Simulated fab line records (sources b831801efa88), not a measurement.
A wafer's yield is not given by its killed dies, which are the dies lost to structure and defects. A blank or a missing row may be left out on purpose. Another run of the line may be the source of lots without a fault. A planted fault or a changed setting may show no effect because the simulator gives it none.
Problem report, 8D (eight disciplines) form, completed by code    flow gf180mcu    the parts of the form that need people (team, actions taken, sign-off) are left out

== 1. THE PROBLEM ==
SAB_CVD_00_THK at GF_SAB_THK_MEAS_01 reads a mean of 64.8 nm on 1 wafer of 1 lot; wafers without a fault read 49.9 nm with a standard deviation of 0.64. Measured from the usual mean, that is +23 standard deviations.
First observed at day 17 14:04: wafer L374.3, on filmMetro-03. The record has a number at this step for 36 wafers belonging to 12 lots. Rule for "out" (also "out of limits"): further than 4 standard deviations from the usual mean. The rest of the wafers with a number are treated as sound.

== 2. WHAT THIS IS AND IS NOT ==
question                     is                 is not
which readings at this step  SAB_CVD_00_THK     -
which lots                   L374               L367, L368, L369, L370, L372, L375, L383, L384, L386, L387, L388
which wafers of those lots   L374.3             L374.4, L374.6
read on which gauges         filmMetro-03       filmMetro-01, filmMetro-02
when                         from day 17 14:04  up to then (17 sound wafers); but 18 sound wafers of L375, L383, L384, L386, L387, L388 came after

== 3. SUSPECTS, AND WHAT RULES EACH OUT ==
Counting: any tool at a process step up to the reading remains a suspect provided it ran every lot that is out. Sound lots after the first of them don't rule it out here, since some wafers of a struck lot are sound.
- the gauge at GF_SAB_THK_MEAS_01: kept. All the wafers that are out were read on filmMetro-03, and no step on other tools shows them out.
- plasmaAsher-01 at GF_VT_IMPLANT_STRIP_09 (strips in O2/N2): kept. The lot that is out, L374, ran on it at day 7 22:34; the last sound lot it ran before that was L368, at day 6 12:23.
- pecvd-01 at GF_SAB_CVD_00 (deposits SiO2 from TEOS, target thk 50 nm, time 4.9302 s): kept. The lot that is out, L374, ran on it at day 17 14:02; the last sound lot it ran before that was L369, at day 15 17:53.
- The sound lot-mates ran in chamber 0 of plasmaAsher-01 at GF_VT_IMPLANT_STRIP_09, but the wafers that are out ran in chamber 1.
- pecvd-01, GF_SAB_CVD_00: wafers that are out in chamber 0, sound lot-mates in chambers 1, 2.
Still standing after the count: plasmaAsher-01 at GF_VT_IMPLANT_STRIP_09, pecvd-01 at GF_SAB_CVD_00, filmMetro-03 at GF_SAB_THK_MEAS_01.

== 4. THE CAUSE (what the simulator had put in) ==
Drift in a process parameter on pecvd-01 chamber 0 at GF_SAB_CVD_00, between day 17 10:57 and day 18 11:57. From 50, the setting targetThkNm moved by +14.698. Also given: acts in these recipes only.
Counting leaves 3 suspects; this tool is one of them.

== 5. THE CHAIN OF EFFECTS, in route order ==
Each row: a reading where the mean over the struck wafers with a number is more than 3 standard deviations away from the usual. Only readings whose record carries a usual standard deviation are examined. hours: median over the lots of the time between each lot's start at the first step of this table that gives one and its start at this step. sigmas: the change, counted in usual standard deviations.
hours  step                reading         usual    on struck wafers  change  sigmas
0      GF_SAB_THK_MEAS_01  SAB_CVD_00_THK  49.9 nm  64.8              +14.9   +23
Later steps that measure or inspect, where all struck wafers having a row at the step show a number for every such reading and not one has moved that far: GF_V1_THK_MEAS_01.

== 6. WHAT WOULD HAVE CAUGHT IT SOONER ==
3 hours passed between the start of the fault at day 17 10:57 and the first reading out of limits at a measuring or inspecting step in this record, taken at day 17 14:04.
No tool reading at GF_SAB_CVD_00 that has a usual standard deviation in the record was out on any struck wafer, so an alarm limit of 4 standard deviations on those readings would not have fired.
All the lots that are out (1) had begun GF_SAB_CVD_00 on pecvd-01 by day 17 14:04. Tool hold at that time: it would have spared none of them.
